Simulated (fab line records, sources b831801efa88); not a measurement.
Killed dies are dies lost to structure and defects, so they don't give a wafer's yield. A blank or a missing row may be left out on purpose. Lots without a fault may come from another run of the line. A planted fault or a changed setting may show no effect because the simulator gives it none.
Which tool did it? | flow gf180mcu | 12 lots, 36 wafers sampled, at 4 steps of a route of 602

WHAT THE GAUGES READ, wafer by wafer
GF_V5_THK_MEAS_01.
lot  | measured     | on            | V5_CVD_00_THK (nm)
L075 | day 26 11:39 | film_metro-02 | 305 298 302
L077 | day 27 01:26 | film_metro-03 | 304 297 300
L079 | day 27 19:35 | film_metro-03 | 301 306 301
L081 | day 28 13:25 | film_metro-02 | 301 304 303
L083 | day 29 03:13 | film_metro-02 | 305 301 297
L085 | day 29 20:32 | film_metro-04 | 298 302 301
L087 | day 30 08:16 | film_metro-04 | 294 301 300
L089 | day 30 23:43 | film_metro-04 | 296 296 301
L091 | day 31 20:11 | film_metro-02 | 298 304 300
L093 | day 32 03:26 | film_metro-02 | 293 298 295
L095 | day 32 10:02 | film_metro-03 | 299 297 296
L097 | day 33 00:20 | film_metro-04 | 302 297 301

WHICH TOOL RAN EACH LOT (tool, then ch and the chambers of the sampled wafers, then the start)
lot  | GF_V4_SPUTTER_22             | GF_MIM_SPUTTER_00            | GF_M5_METAL_ETCH_10
L075 | pvd_sputter-01, day 24 15:33 | pvd_sputter-02, day 24 16:11 | rie_metal-02 ch 0,1, day 26 10:55
L077 | pvd_sputter-01, day 25 05:20 | pvd_sputter-01, day 25 05:58 | rie_metal-03 ch 0,1, day 27 00:43
L079 | pvd_sputter-01, day 26 01:07 | pvd_sputter-04, day 26 01:45 | rie_metal-01 ch 0,1, day 27 18:52
L081 | pvd_sputter-03, day 26 19:52 | pvd_sputter-02, day 26 20:31 | rie_metal-01 ch 0,1, day 28 12:40
L083 | pvd_sputter-04, day 27 10:19 | pvd_sputter-01, day 27 11:07 | rie_metal-03 ch 0,1, day 29 02:25
L085 | pvd_sputter-01, day 28 04:05 | pvd_sputter-01, day 28 04:43 | rie_metal-02 ch 0,1, day 29 19:49
L087 | pvd_sputter-04, day 28 17:13 | pvd_sputter-01, day 28 17:50 | rie_metal-02 ch 0,1, day 30 07:31
L089 | pvd_sputter-01, day 29 10:10 | pvd_sputter-01, day 29 10:48 | rie_metal-02 ch 0,1, day 30 22:59
L091 | pvd_sputter-04, day 30 07:53 | pvd_sputter-02, day 30 08:31 | rie_metal-01 ch 0,1, day 31 19:28
L093 | pvd_sputter-01, day 30 15:28 | pvd_sputter-01, day 30 16:08 | rie_metal-03 ch 0,1, day 32 02:46
L095 | pvd_sputter-04, day 30 21:11 | pvd_sputter-01, day 30 21:49 | rie_metal-01 ch 0,1, day 32 09:17
L097 | pvd_sputter-04, day 31 12:43 | pvd_sputter-02, day 31 13:21 | rie_metal-02 ch 1, day 32 23:22
- GF_V4_SPUTTER_22: material TiN, target thk 10 nm, time 40 s.
- GF_MIM_SPUTTER_00: material Ti, target thk 37.5 nm, time 150 s.
- GF_M5_METAL_ETCH_10: etches the open film in Cl2/BCl3, stops on SiO2, target depth 750.8 nm, time 125.1 s.

THE ANSWER, worked out from the rows above alone
Rule: what is usual is taken from the lots themselves. Put in order of their means at a reading, lots are off if they are a third of the lots or fewer, leave a main group of 4 or more, and stand apart from it by a gap of 3 or more times the standard deviation of the main group's means; of several such gaps the widest counts. A main group whose means are all the same, to the digits that the tables above print for the reading, isn't used. A lot without any number at a reading at which 4 lots or more have one is off too. The other lots that the step has rows for count as sound.
No lot is off at any reading shown: from this, nothing can be told.

WHAT THE SIMULATOR HAD PUT IN
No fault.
